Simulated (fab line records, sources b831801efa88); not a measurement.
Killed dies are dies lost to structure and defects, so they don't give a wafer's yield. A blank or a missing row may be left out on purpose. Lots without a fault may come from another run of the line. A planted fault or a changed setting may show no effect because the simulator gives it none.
fab line records | flow sky130
record lots=15 wafers=45 last_day=50
route steps=708 shown METAL3@533 VIA3@576
lots that met no fault: from a run of the same line without faults
start_h: hours from the record's first day to the start of the lot's first wafer shown | wait_h: hours since the lot's step before | " the same as in the row above | L1.1+2: a row that stands for several wafers | - no value, or no start given | * or withheld: withheld | < > ~ a bound
route shown NAME@n: a module of which the file shows steps, and the number in the route of the first | usual: mean/standard deviation of fault-free wafers | same: alike in all rows | chamber/n: place in a boat | sites: the reading at each site | _std_site: their standard deviation | _edge_site: outer sites' mean less inner sites' | radius_mm: how far each site lies from the wafer's centre | mask NAME#n: copy n | behind: the tool/chamber that last shaped the wafer | hold: why the lot was held/for how many hours/how that ended | device: the transistor (n, p or np) that didn't switch | end of line: the same wafers' tests at the end of the route | a step without rows: its recipe alone | killed: dies lost to structure and defects at the first sort, not the wafer's yield | map: a wafer's dies, x killed, . not, _ none there
set.NAME: the setting as run; set.NAME@STEP: as run at that earlier step | model.NAME: the simulator's own value behind a step, which no gauge read
steps of the route over a sample of lots; a table a step, a row a wafer
services: from which hour (start_h, from the record's first day; less than 0 if before it) a tool's chamber was out of use, for how many hours, and why
## steps
# step SKY_METAL3_SPUTTER_01
# recipe material=TiN target_thk_nm=20 power_w=6500 time_s=16.7 chamber_pressure_pa=0.4
# usual throttle_valve_pct=30.0/0.97
# columns lot.wafer tool chamber start_h wait_h throttle_valve_pct
L176.2 pvd_sputter-01 - 866.03 0.0 29.5
L176.4 " - " " 29.9
L176.5 " - " " 31.7
L177.2 pvd_sputter-03 - 872.19 0.0 29.3
L177.3 " - " " 29.9
L177.6 " - " " 32.0
L178.1 pvd_sputter-01 - 895.13 0.0 31.6
L178.5 " - " " 31.6
L178.6 " - " " 29.5
L179.2 pvd_sputter-04 - 896.25 0.0 30.6
L179.4 " - " " 28.5
L179.6 " - " " 30.2
L180.2 pvd_sputter-01 - 903.87 0.0 31.6
L180.4 " - " " 29.9
L180.5 " - " " 31.6
L181.2 pvd_sputter-03 - 925.74 0.0 31.6
L181.4 " - " " 29.7
L181.5 " - " " 30.6
L184.1 pvd_sputter-04 - 931.03 0.0 30.2
L184.3 " - " " 28.2
L184.4 " - " " 30.3
L183.3 pvd_sputter-03 - 933.30 0.0 30.3
L183.5 " - " " 31.9
L183.6 " - " " 29.9
L182.1 pvd_sputter-01 - 936.40 0.0 29.8
L182.5 " - " " 29.4
L182.6 " - " " 29.5
L185.2 pvd_sputter-04 - 939.08 0.0 30.5
L185.3 " - " " 30.2
L185.4 " - " " 28.6
L187.2 pvd_sputter-01 - 973.03 0.0 31.7
L187.5 " - " " 31.3
L187.6 " - " " 29.8
L190.2 pvd_sputter-01 - 979.20 0.0 29.7
L190.3 " - " " 31.4
L190.5 " - " " 29.4
L192.1 pvd_sputter-04 - 982.63 0.0 30.3
L192.5 " - " " 30.1
L192.6 " - " " 30.3
L193.1 pvd_sputter-03 - 988.73 0.0 29.7
L193.3 " - " " 29.5
L193.4 " - " " 30.6
L196.3 pvd_sputter-03 - 1012.03 0.0 30.6
L196.5 " - " " 29.9
L196.6 " - " " 29.4
# step SKY_METAL3_SPUTTER_04
# recipe material=TiN target_thk_nm=70 power_w=6500 time_s=58.3 chamber_pressure_pa=0.4
# usual throttle_valve_pct=30.0/1
# columns lot.wafer tool chamber start_h wait_h throttle_valve_pct
L176.2 pvd_sputter-01 - 866.12 0.0 29.6
L176.4 " - " " 29.7
L176.5 " - " " 31.2
L177.2 pvd_sputter-03 - 872.27 0.0 29.4
L177.3 " - " " 29.7
L177.6 " - " " 32.0
L178.1 pvd_sputter-01 - 895.22 0.0 31.6
L178.5 " - " " 31.5
L178.6 " - " " 29.6
L179.2 pvd_sputter-04 - 896.33 0.0 30.2
L179.4 " - " " 28.2
L179.6 " - " " 30.3
L180.2 pvd_sputter-01 - 903.95 0.0 31.4
L180.4 " - " " 30.0
L180.5 " - " " 31.5
L181.2 pvd_sputter-03 - 925.83 0.0 32.2
L181.4 " - " " 29.2
L181.5 " - " " 30.6
L184.1 pvd_sputter-04 - 931.12 0.0 30.4
L184.3 " - " " 28.3
L184.4 " - " " 30.5
L183.3 pvd_sputter-03 - 933.39 0.0 30.6
L183.5 " - " " 32.2
L183.6 " - " " 29.8
L182.1 pvd_sputter-01 - 936.48 0.0 29.5
L182.5 " - " " 29.4
L182.6 " - " " 29.4
L185.2 pvd_sputter-04 - 939.16 0.0 30.2
L185.3 " - " " 30.5
L185.4 " - " " 28.8
L187.2 pvd_sputter-01 - 973.11 0.0 31.6
L187.5 " - " " 31.6
L187.6 " - " " 29.8
L190.2 pvd_sputter-01 - 979.28 0.0 29.7
L190.3 " - " " 31.2
L190.5 " - " " 29.1
L192.1 pvd_sputter-04 - 982.71 0.0 30.6
L192.5 " - " " 30.2
L192.6 " - " " 30.2
L193.1 pvd_sputter-03 - 988.81 0.0 29.6
L193.3 " - " " 29.8
L193.4 " - " " 30.6
L196.3 pvd_sputter-03 - 1012.11 0.0 30.9
L196.5 " - " " 29.9
L196.6 " - " " 29.6
# step SKY_METAL3_METAL_ETCH_18
# recipe target_depth_a=8450 stop_on=SiO2 over_etch_frac=0.3 time_s=183.1 chemistry=Cl2/BCl3 resist_sidewall_deg=88 pressure_mtorr=10 icp_w=900 bias_w=48.5 Cl2_flow_sccm=60 bcl3_flow_sccm=30
# usual bcl3_flow_sccm=29.99/0.098 bias_w=48.50/0.13 drypump_motor_current_A=5.8/0.4 oes_product_au=0.864/0.0066 throttle_valve_pct=22.265/0.0098
# columns lot.wafer tool chamber start_h wait_h bcl3_flow_sccm bias_w drypump_motor_current_A oes_product_au rf_hours_counter_h throttle_valve_pct
L176.2 rie_metal-03 1 916.96 0.0 29.99 48.51 5.6 0.870 6 22.266
L176.4 " 1 " " 29.96 48.46 5.6 0.857 - 22.259
L176.5 " 1 " " 29.95 48.44 5.6 0.859 - 22.270
L177.2 rie_metal-01 0 923.76 0.0 30.00 48.50 5.6 0.873 14 22.275
L177.3 " 0 " " 30.15 48.53 5.6 0.866 - 22.273
L177.6 " 1 " " 30.06 48.43 6.0 0.876 - 22.259
L178.1 rie_metal-02 0 944.53 0.0 30.05 48.52 6.4 0.870 12 22.262
L178.5 " 1 " " 30.14 48.54 5.2 0.856 - 22.250
L178.6 " 0 " " 30.20 48.58 6.4 0.858 - 22.296
L179.2 rie_metal-01 0 946.24 0.0 30.04 48.33 5.6 0.857 14 22.271
L179.4 " 0 " " 29.99 48.24 5.6 0.861 - 22.266
L179.6 " 0 " " 29.86 48.37 5.6 0.863 - 22.259
L180.2 rie_metal-02 1 954.01 0.0 29.98 48.59 5.2 0.856 17 22.276
L180.4 " 1 " " 29.98 48.60 5.2 0.857 - 22.277
L180.5 " 1 " " 29.94 48.41 5.2 0.864 - 22.258
L181.2 rie_metal-03 0 974.46 0.0 30.00 48.49 6.1 0.862 13 22.269
L181.4 " 1 " " 30.00 48.37 5.6 0.867 - 22.255
L181.5 " 0 " " 30.05 48.37 6.1 0.858 - 22.242
L184.1 rie_metal-01 1 980.61 0.0 30.04 48.55 6.0 0.857 6 22.271
L184.3 " 0 " " 30.15 48.45 5.6 0.853 - 22.276
L184.4 " 1 " " 29.85 48.52 6.0 0.857 - 22.254
L183.3 rie_metal-02 0 982.75 0.1 - - - - - -
L183.5 " 1 " " - - - - - -
L183.6 " 0 " " - - - - - -
L182.1 rie_metal-01 0 985.56 0.0 - - - - - -
L182.5 " 1 " " - - - - - -
L182.6 " 0 " " - - - - - -
L185.2 rie_metal-02 0 988.29 0.0 - - - - - -
L185.3 " 1 " " - - - - - -
L185.4 " 0 " " - - - - - -
L187.2 rie_metal-02 0 1019.11 0.0 29.90 48.48 6.4 0.856 16 22.245
L187.5 " 1 " " 30.00 48.43 5.2 0.858 - 22.256
L187.6 " 0 " " 30.01 48.78 6.3 0.851 - 22.270
L190.2 rie_metal-02 1 1026.39 0.0 29.91 48.58 5.2 0.857 21 22.269
L190.3 " 1 " " 29.91 48.46 5.2 0.857 - 22.272
L190.5 " 1 " " 29.88 48.71 5.2 0.853 - 22.255
L192.1 rie_metal-03 0 1029.49 0.0 30.03 48.48 6.1 0.876 16 22.267
L192.5 " 0 " " 30.01 48.51 6.1 0.865 - 22.263
L192.6 " 1 " " 30.04 48.61 5.6 0.863 - 22.271
L193.1 rie_metal-01 0 1035.46 0.0 29.77 48.54 5.6 0.866 20 22.258
L193.3 " 0 " " 29.87 48.51 5.6 0.868 - 22.267
L193.4 " 1 " " 30.04 48.49 5.9 0.869 - 22.264
L196.3 rie_metal-02 0 1058.57 0.1 29.97 48.42 6.4 0.867 - 22.276
L196.5 " 0 " " 30.01 48.41 6.3 0.863 - 22.254
L196.6 " 1 " " 29.89 48.27 5.2 0.871 - 22.272
# step SKY_METAL3_STRIP_19
# recipe chemistry=O2/N2 power_w=1400 pressure_mtorr=1500 platen_temp_c=withheld o2_flow_sccm=3000 n2_flow_sccm=300 overash_fraction=0.5
# usual drypump_motor_current_A=5.6/0.39 n2_flow_sccm=299.9/0.87 oes_product_au=0.510/0.0067 strip_time_to_endpoint_s=6.72/0.088
# columns lot.wafer tool chamber start_h wait_h drypump_motor_current_A n2_flow_sccm oes_product_au rf_hours_counter_h strip_time_to_endpoint_s
L176.2 plasma_asher-03 1 917.13 0.1 6.0 300.2 0.515 50 6.77
L176.4 " 0 " " 5.8 300.2 0.516 - 6.76
L176.5 " 1 " " 6.0 300.0 0.505 - 6.76
L177.2 plasma_asher-04 1 923.94 0.1 5.9 298.2 0.515 108 6.79
L177.3 " 0 " " 5.0 300.3 0.509 - 6.76
L177.6 " 0 " " 5.0 300.1 0.518 - 6.98
L178.1 plasma_asher-01 0 944.71 0.1 5.4 299.5 0.510 78 6.77
L178.5 " 0 " " 5.3 298.0 0.512 - 6.69
L178.6 " 1 " " 5.8 297.4 0.527 - 6.78
L179.2 plasma_asher-03 0 946.47 0.2 5.8 301.0 0.503 53 6.63
L179.4 " 0 " " 5.8 301.2 0.515 - 6.68
L179.6 " 0 " " 5.7 299.9 0.509 - 6.66
L180.2 plasma_asher-04 0 954.19 0.1 5.0 299.9 0.510 111 6.72
L180.4 " 0 " " 5.0 299.6 0.508 - 6.72
L180.5 " 0 " " 5.0 300.1 0.519 - 6.73
L181.2 plasma_asher-04 0 974.64 0.1 5.0 300.0 0.511 113 6.81
L181.4 " 0 " " 5.0 301.6 0.499 - 6.68
L181.5 " 0 " " 5.0 299.0 0.511 - 6.79
L184.1 plasma_asher-03 0 980.79 0.1 5.8 300.2 0.515 57 6.79
L184.3 " 0 " " 5.8 301.2 0.502 - 6.55
L184.4 " 1 " " 6.0 299.7 0.513 - 6.82
L183.3 plasma_asher-04 0 982.90 0.1 5.0 299.2 0.716 - 11.99
L183.5 " 0 " " 4.9 300.9 0.711 - 11.99
L183.6 " 1 " " 5.9 299.6 0.702 - 11.98
L182.1 plasma_asher-03 1 985.74 0.1 6.0 300.1 0.707 58 11.99
L182.5 " 0 " " 5.8 300.7 0.720 - 11.99
L182.6 " 1 " " 6.0 299.4 0.711 - 11.97
L185.2 plasma_asher-01 1 988.46 0.1 5.8 299.1 0.716 82 11.92
L185.3 " 0 " " 5.3 298.7 0.709 - 11.92
L185.4 " 1 " " 5.8 300.3 0.720 - 11.93
L187.2 plasma_asher-04 1 1019.29 0.1 5.9 300.9 0.506 116 6.70
L187.5 " 0 " " 5.0 300.7 0.503 - 6.64
L187.6 " 1 " " 5.9 300.1 0.515 - 6.79
L190.2 plasma_asher-01 1 1026.56 0.1 5.8 300.9 0.497 86 6.57
L190.3 " 1 " " 5.8 301.4 0.504 - 6.58
L190.5 " 0 " " 5.3 299.7 0.496 - 6.61
L192.1 plasma_asher-03 1 1029.66 0.1 6.0 301.3 0.518 63 6.78
L192.5 " 1 " " 6.0 300.2 0.518 - 6.75
L192.6 " 0 " " 5.7 299.4 0.509 - 6.70
L193.1 plasma_asher-04 0 1035.64 0.1 5.0 299.2 0.515 118 6.57
L193.3 " 1 " " 5.9 301.2 0.503 - 6.59
L193.4 " 0 " " 4.9 300.4 0.510 - 6.74
L196.3 plasma_asher-03 1 1058.72 0.1 6.0 299.5 0.514 - 6.71
L196.5 " 0 " " 5.8 299.5 0.506 - 6.70
L196.6 " 1 " " 6.0 299.9 0.499 - 6.61
# step SKY_VIA3_BOW_MEAS_03
# recipe mode=bow
# usual VIA3_BOW=80/7.9
# columns lot.wafer tool chamber start_h wait_h VIA3_BOW[um]
L176.2 film_metro-01 - 918.31 0.3 79
L176.4 " - " " 90
L176.5 " - " " 84
L177.2 film_metro-01 - 926.94 0.1 80
L177.3 " - " " 80
L177.6 " - " " 80
L178.1 film_metro-01 - 945.83 0.1 78
L178.5 " - " " 76
L178.6 " - " " 81
L179.2 film_metro-01 - 947.61 0.3 86
L179.4 " - " " 79
L179.6 " - " " 81
L180.2 film_metro-01 - 955.32 0.3 74
L180.4 " - " " 92
L180.5 " - " " 88
L181.2 film_metro-01 - 975.81 0.1 74
L181.4 " - " " 72
L181.5 " - " " 78
L184.1 film_metro-03 - 981.91 0.1 78
L184.3 " - " " 78
L184.4 " - " " 79
L187.2 film_metro-03 - 1020.43 0.2 81
L187.5 " - " " 80
L187.6 " - " " 85
L190.2 film_metro-04 - 1027.70 0.3 79
L190.3 " - " " 70
L190.5 " - " " 77
L192.1 film_metro-03 - 1030.91 0.1 71
L192.5 " - " " 75
L192.6 " - " " 72
L193.1 film_metro-04 - 1036.85 0.2 76
L193.3 " - " " 82
L193.4 " - " " 75
L196.3 film_metro-04 - 1059.85 0.1 94
L196.5 " - " " 83
L196.6 " - " " 82
## services
# columns tool chamber start_h hours kind
rie_metal-03 - 843.18 2.8 pm
pvd_sputter-01 - 851.09 0.8 repair
pvd_sputter-03 - 855.03 1.9 repair
plasma_asher-04 - 863.47 1.0 repair
rie_metal-03 - 880.65 0.1 repair
pvd_sputter-01 - 883.96 5.5 repair
pvd_sputter-01 - 886.09 6.2 repair
pvd_sputter-01 - 886.37 1.7 repair
rie_metal-02 - 886.63 0.2 repair
rie_metal-01 - 895.79 14.6 pm
plasma_asher-01 - 928.51 3.1 repair
pvd_sputter-01 1 939.06 - consumable_replace:kit
pvd_sputter-01 1 939.06 18.0 scheduled_down
pvd_sputter-01 1 939.06 18.0 vent_cycle
pvd_sputter-03 3 966.60 - consumable_replace:kit
pvd_sputter-03 - 975.62 0.7 repair
plasma_asher-01 - 982.43 0.4 repair
rie_metal-01 - 989.50 1.4 pm
plasma_asher-01 - 999.09 3.7 repair
plasma_asher-04 - 1002.51 14.0 repair
pvd_sputter-04 - 1010.58 3.0 repair
plasma_asher-01 - 1018.19 0.9 repair
rie_metal-02 - 1052.29 4.3 pm
plasma_asher-04 - 1055.25 9.0 pm
## key
first_sign step=SKY_METAL3_METAL_ETCH_18 reading=tool_record direction=missing
effect step=SKY_METAL3_STRIP_19 reading=strip_time_to_endpoint_s direction=up sigmas=59 usual=* struck=*
met_at SKY_METAL3_METAL_ETCH_18
struck_lots L182,L183,L185
later_rows_left_out L182.1,L182.5,L182.6,L183.3,L183.5,L183.6,L185.2,L185.3,L185.4
sort_left_out L182.1,L182.5,L182.6,L183.3,L183.5,L183.6,L185.2,L185.3,L185.4
not_acting_at SKY_METAL3_SPUTTER_01,SKY_METAL3_SPUTTER_04,SKY_VIA3_BOW_MEAS_03
onset_between 980.61 982.75
fault kind=skipped_step_whole tool=rie_metal-01,rie_metal-02 chamber=- onset_h=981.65 steps=SKY_METAL3_METAL_ETCH_18 scope=struck_lots_only
# sort_left_out: the simulated sort isn't trusted on such a fault, so these wafers' sort isn't shown, and their yield isn't known
# later_rows_left_out: the simulator's readings of these wafers behind a module that went badly wrong aren't trusted and aren't shown, but for the sort
